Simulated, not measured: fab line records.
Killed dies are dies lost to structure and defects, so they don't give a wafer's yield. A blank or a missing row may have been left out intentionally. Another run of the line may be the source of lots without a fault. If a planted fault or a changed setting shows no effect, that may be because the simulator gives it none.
What tool caused it? -- flow sky130 -- Sampling: 14 lots, 42 wafers, 2 of 708 route steps

== WHAT THE GAUGES SHOWED, per wafer ==
SKY_NWELL_RS_MEAS_31: a four-point-probe measurement. Usual: PWDE_RS typically reads 5278 ohm/sq, with standard deviation 17.
lot,measured,on,PWDE_RS (ohm/sq),flag
L243,day 5 12:36,filmMetro-01,5278 5298 5292,
L245,day 5 22:38,filmMetro-04,5273 5278 5282,
L244,day 6 00:31,filmMetro-01,5257 5273 5258,
L246,day 6 07:11,filmMetro-04,5268 5297 5272,
L247,day 6 14:35,filmMetro-01,5292 5286 5307,
L248,day 6 17:56,filmMetro-01,5257 5244 5245,
L249,day 6 23:54,filmMetro-01,5257 5271 5270,
L250,day 7 08:49,filmMetro-02,5279 5294 5284,
L251,day 7 11:07,filmMetro-04,5278 5288 5286,
L252,day 7 18:41,filmMetro-02,5294 5299 5279,
L258,day 9 10:37,filmMetro-04,5616 5585 5276 5609 5584 5270,OFF
L259,day 9 13:33,filmMetro-01,5573 5580 5261 5564 5580 5266,OFF
L262,day 10 08:13,filmMetro-02,5263 5271 5261,
L263,day 10 14:17,filmMetro-02,5288 5297 5287,

== WHICH TOOL RAN EACH LOT (tool, then ch and the chambers of the sampled wafers, then the start) ==
lot,SKY_PWDE_IMPLANT_08
L243,"implanter-03 ch 0, day 3 22:52"
L245,"implanter-01 ch 0, day 4 08:08"
L244,"implanter-02 ch 0, day 4 10:03"
L246,"implanter-01 ch 0, day 4 15:59"
L247,"implanter-03 ch 0, day 4 23:28"
L248,"implanter-01 ch 0, day 5 02:17"
L249,"implanter-01 ch 0, day 5 08:22"
L250,"implanter-03 ch 0, day 5 16:54"
L251,"implanter-03 ch 0, day 5 19:24"
L252,"implanter-02 ch 0, day 6 01:49"
L258,"implanter-02 ch 0, day 7 15:13"
L259,"implanter-02 ch 0, day 7 18:01"
L262,"implanter-03 ch 0, day 8 10:02"
L263,"implanter-03 ch 0, day 8 16:01"
- SKY_PWDE_IMPLANT_08

== AS READ BY THE TOOLS THEMSELVES (means over the sampled wafers that have a number; for cases with no such wafer, the mark the record gives instead) ==
SKY_PWDE_IMPLANT_08. Usual: 20.3 for faradayCurrentUA, sd 0.42.
lot,tool,faradayCurrentUA,flag
L243,implanter-03,20.2,
L245,implanter-01,20.2,
L244,implanter-02,20.3,
L246,implanter-01,20.1,
L247,implanter-03,20.3,
L248,implanter-01,20.2,
L249,implanter-01,20.8,
L250,implanter-03,20.1,
L251,implanter-03,20.3,
L252,implanter-02,20.3,
L258,implanter-02,20.7,
L259,implanter-02,20.4,
L262,implanter-03,20.4,
L263,implanter-03,19.8,

== THE ANSWER, worked out from the rows above alone ==
Rule: take the mean of a lot's wafers that have a number; if it is more than 3 standard deviations from the usual mean, the lot is off. A lot without any number at a reading at which 4 lots or more have one is off too. Where the step has rows for the other lots, those lots are counted as sound. After the gauges, taken in route order, come the tools' own readings; for these a lot's mean is taken, as printed above. The first step at which some lot is off is used, and at that step the reading that is off furthest; a lot without a number counts as furthest.
Off: L258, L259, at SKY_NWELL_RS_MEAS_31 (PWDE_RS).
If a tool, at a process step before that reading, ran all the lots that are off and no sound lot after the first of them, it fits. Gauges at SKY_NWELL_RS_MEAS_31: tried the same way as those tools. One candidate fits, namely implanter-02 at SKY_PWDE_IMPLANT_08. A fault onset in the window from L252 (day 6 01:49, its last sound lot) to L258 (day 7 15:13, its first lot off) fits.

== WHAT THE SIMULATOR HAD PUT IN ==
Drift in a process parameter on implanter-02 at SKY_PWDE_IMPLANT_08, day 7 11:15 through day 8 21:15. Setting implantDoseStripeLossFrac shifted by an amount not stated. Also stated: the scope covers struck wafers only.
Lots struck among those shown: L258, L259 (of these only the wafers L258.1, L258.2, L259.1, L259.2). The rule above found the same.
